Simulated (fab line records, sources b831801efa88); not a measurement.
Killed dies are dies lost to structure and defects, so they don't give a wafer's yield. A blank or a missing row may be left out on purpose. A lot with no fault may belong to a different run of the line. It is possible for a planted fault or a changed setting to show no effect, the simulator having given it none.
Which of the tools did it? + flow gf180mcu + Sampling: 13 lots, 38 wafers, 3 of 602 route steps

WHAT EACH GAUGE READ, for each wafer
GF_VT_IMPLANT_RS_MEAS_47: measurement is done with a four-point probe. Usual: NWELL_RS gives 488.4 ohm/sq (standard deviation 1).
| lot  | measured     | on           | NWELL_RS (ohm/sq) | flag |
|------|--------------|--------------|-------------------|------|
| L327 | day 7 12:32  | filmMetro-01 | 489.8 489.4 489.4 |      |
| L328 | day 7 19:55  | filmMetro-01 | 489.1 487.9 489.0 |      |
| L329 | day 8 03:50  | filmMetro-04 | 488.6 488.0 486.4 |      |
| L331 | day 8 14:55  | filmMetro-01 | 488.3 488.6 488.7 |      |
| L333 | day 9 05:05  | filmMetro-02 | 486.9 487.2 488.3 |      |
| L334 | day 9 14:52  | filmMetro-02 | 487.7 486.7 489.6 |      |
| L336 | day 10 03:21 | filmMetro-04 | 487.2 487.7 488.3 |      |
| L337 | day 10 09:38 | filmMetro-04 | 487.4 487.2 488.8 |      |
| L341 | day 11 13:14 | filmMetro-04 | 489.3 486.7 489.5 |      |
| L342 | day 11 19:49 | filmMetro-02 | 487.1 487.7 487.7 |      |
| L343 | day 12 01:55 | filmMetro-01 | 488.4 489.3 487.9 |      |
| L347 | day 13 02:20 | filmMetro-04 | 481.7 481.0 480.5 | OFF  |
| L348 | day 13 08:31 | filmMetro-01 | 480.3 481.0       | OFF  |

GF_M3_THK_MEAS_06: measures by xrf. Usual: M3_ALCU_THK gives 448 nm (standard deviation 6.3).
| lot  | measured     | on           | M3_ALCU_THK (nm) | flag |
|------|--------------|--------------|------------------|------|
| L327 | day 20 06:31 | filmMetro-03 | 448 444 452      |      |
| L328 | day 20 13:50 | filmMetro-04 | 451 444 446      |      |
| L329 | day 21 04:08 | filmMetro-02 | 445 460 452      |      |
| L331 | day 21 19:47 | filmMetro-04 | 440 445 448      |      |
| L333 | day 22 20:09 | filmMetro-03 | 435 447 440      |      |
| L334 | day 22 23:32 | filmMetro-02 | 462 452 446      |      |
| L336 | day 23 14:43 | filmMetro-03 | 450 444 452      |      |
| L337 | day 24 02:40 | filmMetro-03 | 447 456 442      |      |
| L341 | day 25 10:16 | filmMetro-04 | 442 445 444      |      |
| L342 | day 25 17:38 | filmMetro-04 | 440 443 442      |      |
| L343 | day 25 21:04 | filmMetro-04 | 453 446 438      |      |
| L347 | day 27 10:04 | filmMetro-03 | 455 450 453      |      |
| L348 | day 27 13:04 | filmMetro-03 | 442 447          |      |

WHAT TOOL EACH LOT RAN ON (gives the tool, then ch and the chambers of the sampled wafers, and finally the start)
| lot  | GF_NWELL_IMPLANT_09            |
|------|--------------------------------|
| L327 | implanter-03 ch 0, day 3 07:10 |
| L328 | implanter-03 ch 0, day 3 13:02 |
| L329 | implanter-01 ch 0, day 3 18:10 |
| L331 | implanter-03 ch 0, day 4 04:41 |
| L333 | implanter-03 ch 0, day 4 16:09 |
| L334 | implanter-03 ch 0, day 5 00:13 |
| L336 | implanter-01 ch 0, day 5 09:14 |
| L337 | implanter-01 ch 0, day 5 15:15 |
| L341 | implanter-01 ch 0, day 6 14:00 |
| L342 | implanter-01 ch 0, day 6 18:26 |
| L343 | implanter-04 ch 0, day 6 23:32 |
| L347 | implanter-03 ch 0, day 7 19:58 |
| L348 | implanter-03 ch 0, day 8 01:13 |
- GF_NWELL_IMPLANT_09

AS READ BY THE TOOLS THEMSELVES (means over the sampled wafers that have a number; for cases with no such wafer, the mark the record gives instead)
GF_NWELL_IMPLANT_09. Usual: beamEnergyKeV 160.01, standard deviation 0.049; beamOnS 10.02 s, standard deviation 0.21; faradayCurrentUA 22.5, standard deviation 0.47.
| lot  | tool         | beamEnergyKeV | beamOnS (s) | faradayCurrentUA | flag |
|------|--------------|---------------|-------------|------------------|------|
| L327 | implanter-03 | 160.03        | 10.00       | 22.5             |      |
| L328 | implanter-03 | 159.98        | 10.01       | 22.5             |      |
| L329 | implanter-01 | 159.98        | 10.18       | 22.2             |      |
| L331 | implanter-03 | 159.98        | 10.20       | 22.1             |      |
| L333 | implanter-03 | 159.97        | 10.04       | 22.5             |      |
| L334 | implanter-03 | 159.93        | 10.04       | 22.4             |      |
| L336 | implanter-01 | 160.02        | 9.98        | 22.7             |      |
| L337 | implanter-01 | 160.01        | 9.87        | 22.8             |      |
| L341 | implanter-01 | 160.00        | 10.06       | 22.5             |      |
| L342 | implanter-01 | 160.04        | 10.26       | 21.9             |      |
| L343 | implanter-04 | 159.97        | 10.01       | 22.5             |      |
| L347 | implanter-03 | 160.02        | 11.12       | 20.3             | OFF  |
| L348 | implanter-03 | 159.94        | 11.02       | 20.5             | OFF  |

THE ANSWER, worked out from the rows above alone
Rule: a lot counts as off when the mean over its wafers that have a number is more than 3 standard deviations away from the usual mean. Also off: a lot with no number at a reading for which 4 or more lots have one. The other lots that the step has rows for count as sound. Order of review: gauges by route order, followed by the tools' own readings, for which a lot's mean as printed above is used. At the first step where some lot is off, the reading lying furthest off is the one used; lots without a number count as furthest.
Off: L347, L348, seen at GF_VT_IMPLANT_RS_MEAS_47 (NWELL_RS).
A tool fits if, at a process step before that reading, it ran every lot that is off, and no sound lot after the first of them. The gauges at GF_VT_IMPLANT_RS_MEAS_47 aren't tried: what is off there is off at GF_NWELL_IMPLANT_09 too, on other tools, and a gauge's error can't cause that. One fits: implanter-03 at GF_NWELL_IMPLANT_09. Its last sound lot is L334 (day 5 00:13), its first lot that is off L347 (day 7 19:58): a fault that began between those two fits.
The tool's own readings at GF_NWELL_IMPLANT_09 bear it out: on the lots that are off they differ by more than 5 times the standard deviation of the sound lots' means. beamOnS reads 11.07 s there against 10.06 s on the sound lots; faradayCurrentUA reads 20.4 there against 22.4 on the sound lots.

WHAT WAS PUT IN BY THE SIMULATOR
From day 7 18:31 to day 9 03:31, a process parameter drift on implanter-03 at GF_NWELL_IMPLANT_09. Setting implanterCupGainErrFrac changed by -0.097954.
Shown lots that were struck: L347, L348. The same result came from the rule above.
